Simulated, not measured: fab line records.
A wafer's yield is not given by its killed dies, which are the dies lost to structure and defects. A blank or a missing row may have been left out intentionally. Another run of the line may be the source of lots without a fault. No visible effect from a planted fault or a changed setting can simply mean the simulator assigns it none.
Which tool did it? | flow sky130 | 42 wafers from 14 lots sampled at 4 of the route's 708 steps

## WHAT THE GAUGES READ, wafer by wafer
SKY_NWELL_RS_MEAS_29: a four-point-probe measurement. Usual: NWELL_RS gives 624.9 ohm/sq (standard deviation 1.5).
lot  | measured     | on            | NWELL_RS (ohm/sq) | flag
L273 | day 5 06:53  | film-metro-02 | 624.2 623.3 625.4 |
L274 | day 5 13:29  | film-metro-03 | 626.7 625.5 627.3 |
L275 | day 5 16:48  | film-metro-02 | 625.5 624.6 624.0 |
L277 | day 6 18:28  | film-metro-02 | 623.2 625.5 626.7 |
L278 | day 6 20:58  | film-metro-01 | 624.5 625.5 625.4 |
L279 | day 6 22:34  | film-metro-03 | 625.5 624.2 623.4 |
L282 | day 7 17:05  | film-metro-01 | 624.6 623.2 624.4 |
L284 | day 8 02:09  | film-metro-03 | 620.3 622.1 623.5 |
L289 | day 9 06:02  | film-metro-02 | 652.2 654.1 653.7 | OFF
L290 | day 9 11:34  | film-metro-02 | 650.9 649.6 649.2 | OFF
L293 | day 10 07:34 | film-metro-01 | 626.4 625.6 624.1 |
L294 | day 10 23:25 | film-metro-02 | 623.2 623.6 624.1 |
L295 | day 11 02:49 | film-metro-01 | 626.2 624.4 623.7 |
L296 | day 11 03:43 | film-metro-01 | 625.4 622.5 624.0 |

SKY_VIA3_RS_MEAS_22: a four-point-probe measurement. Usual: VIA3_W_RS gives 0.295 ohm/sq (standard deviation 0.0037).
lot  | measured     | on            | VIA3_W_RS (ohm/sq) | flag
L273 | day 39 05:21 | film-metro-04 | 0.297 0.293 0.294  |
L274 | day 39 13:16 | film-metro-04 | 0.294 0.294 0.296  |
L275 | day 39 22:41 | film-metro-04 | 0.296 0.298 0.297  |
L277 | day 41 03:53 | film-metro-01 | 0.300 0.301 0.299  |
L278 | day 41 12:56 | film-metro-02 | 0.298 0.298 0.300  |
L279 | day 41 17:20 | film-metro-02 | 0.288 0.288 0.290  |
L282 | day 42 06:27 | film-metro-01 | 0.298 0.297 0.297  |
L284 | day 43 00:56 | film-metro-02 | 0.295 0.294 0.295  |
L293 | day 44 23:10 | film-metro-04 | 0.300 0.294 0.292  |
L294 | day 45 20:21 | film-metro-01 | 0.295 0.296 0.296  |
L295 | day 46 00:33 | film-metro-02 | 0.297 0.292 0.298  |
L296 | day 46 00:11 | film-metro-01 | 0.294 0.293 0.299  |

## TOOL THAT RAN EACH LOT (tool first, then ch and the chambers of the sampled wafers, then the start)
lot  | SKY_NWELL_IMPLANT_13            | SKY_CAPM_STRIP_14
L273 | implanter-02 ch 0, day 4 13:04  | plasma-asher-04 ch 0,1, day 36 23:08
L274 | implanter-03 ch 0, day 4 19:11  | plasma-asher-02 ch 0,1, day 37 07:38
L275 | implanter-03 ch 0, day 4 22:03  | plasma-asher-02 ch 0,1, day 37 17:18
L277 | implanter-04 ch 0, day 5 23:28  | plasma-asher-01 ch 1, day 38 23:41
L278 | implanter-04 ch 0, day 6 01:27  | plasma-asher-02 ch 0,1, day 39 08:23
L279 | implanter-04 ch 0, day 6 02:34  | plasma-asher-04 ch 0,1, day 39 13:14
L282 | implanter-02 ch 0, day 6 21:38  | plasma-asher-04 ch 0,1, day 40 04:11
L284 | implanter-04 ch 0, day 7 05:53  | plasma-asher-01 ch 0,1, day 40 22:50
L289 | implanter-04, day 8 09:04       | -
L290 | implanter-03, day 8 14:48       | -
L293 | implanter-04 ch 0, day 9 08:59  | plasma-asher-01 ch 0,1, day 42 23:23
L294 | implanter-03 ch 0, day 10 00:43 | plasma-asher-01 ch 0,1, day 43 21:11
L295 | implanter-03 ch 0, day 10 04:29 | plasma-asher-01 ch 0,1, day 44 02:41
L296 | implanter-04 ch 0, day 10 04:36 | plasma-asher-01 ch 1, day 44 02:02
- SKY_NWELL_IMPLANT_13
- SKY_CAPM_STRIP_14: strips in O2/N2.

## AS READ BY THE TOOLS THEMSELVES (means over the sampled wafers that have a number; for cases with no such wafer, the mark the record gives instead)
SKY_NWELL_IMPLANT_13. Usual: beam-energy-keV 50.001, standard deviation 0.014; beam-on-s 9.99 s, standard deviation 0.22.
lot  | tool         | beam-energy-keV | beam-on-s (s) | flag
L273 | implanter-02 | 49.999          | 10.01         |
L274 | implanter-03 | 49.994          | 9.89          |
L275 | implanter-03 | 50.002          | 9.99          |
L277 | implanter-04 | 49.994          | 10.17         |
L278 | implanter-04 | 49.997          | 9.90          |
L279 | implanter-04 | 49.996          | 10.13         |
L282 | implanter-02 | 50.006          | 10.29         |
L284 | implanter-04 | 50.013          | 9.98          |
L289 | implanter-04 | -               | -             | OFF
L290 | implanter-03 | -               | -             | OFF
L293 | implanter-04 | 49.981          | 10.02         |
L294 | implanter-03 | 49.999          | 10.09         |
L295 | implanter-03 | 50.008          | 9.98          |
L296 | implanter-04 | 49.989          | 10.21         |

SKY_CAPM_STRIP_14. Usual: drypump-motor-current-A 5.5 A, standard deviation 0.54; oes-product-au 0.710 a.u., standard deviation 0.0043; strip-time-to-endpoint-s 12.66 s, standard deviation 0.049.
lot  | tool            | drypump-motor-current-A (A) | oes-product-au (a.u.) | strip-time-to-endpoint-s (s) | flag
L273 | plasma-asher-04 | 5.5                         | 0.711                 | 12.62                        |
L274 | plasma-asher-02 | 6.3                         | 0.712                 | 12.64                        |
L275 | plasma-asher-02 | 6.1                         | 0.707                 | 12.66                        |
L277 | plasma-asher-01 | 5.0                         | 0.710                 | 12.62                        |
L278 | plasma-asher-02 | 6.1                         | 0.710                 | 12.69                        |
L279 | plasma-asher-04 | 5.4                         | 0.712                 | 12.69                        |
L282 | plasma-asher-04 | 5.1                         | 0.707                 | 12.62                        |
L284 | plasma-asher-01 | 5.2                         | 0.714                 | 12.65                        |
L293 | plasma-asher-01 | 5.2                         | 0.710                 | 12.69                        |
L294 | plasma-asher-01 | 5.2                         | 0.709                 | 12.68                        |
L295 | plasma-asher-01 | 5.5                         | 0.708                 | 12.67                        |
L296 | plasma-asher-01 | 5.0                         | 0.708                 | 12.70                        |

## THE ANSWER, worked out from the rows above alone
Rule: a lot is off if the mean of its wafers that have a number lies more than 3 standard deviations from the usual mean. A lot without any number at a reading at which 4 lots or more have one is off too. Where the step has rows for the other lots, those lots are counted as sound. After the gauges, taken in route order, come the tools' own readings; for these a lot's mean is taken, as printed above. The first step at which some lot is off is used, and at that step the reading that is off furthest; a lot without a number counts as furthest.
Off: at SKY_NWELL_RS_MEAS_29 (NWELL_RS), L289, L290.
A tool fits if, at a process step before that reading, it ran every lot that is off, and no sound lot after the first of them. The gauges at SKY_NWELL_RS_MEAS_29 aren't tried: what is off there is off at SKY_NWELL_IMPLANT_13 too, on other tools, and a gauge's error can't cause that. No candidate that was tried fits.

## WHAT THE SIMULATOR PUT IN
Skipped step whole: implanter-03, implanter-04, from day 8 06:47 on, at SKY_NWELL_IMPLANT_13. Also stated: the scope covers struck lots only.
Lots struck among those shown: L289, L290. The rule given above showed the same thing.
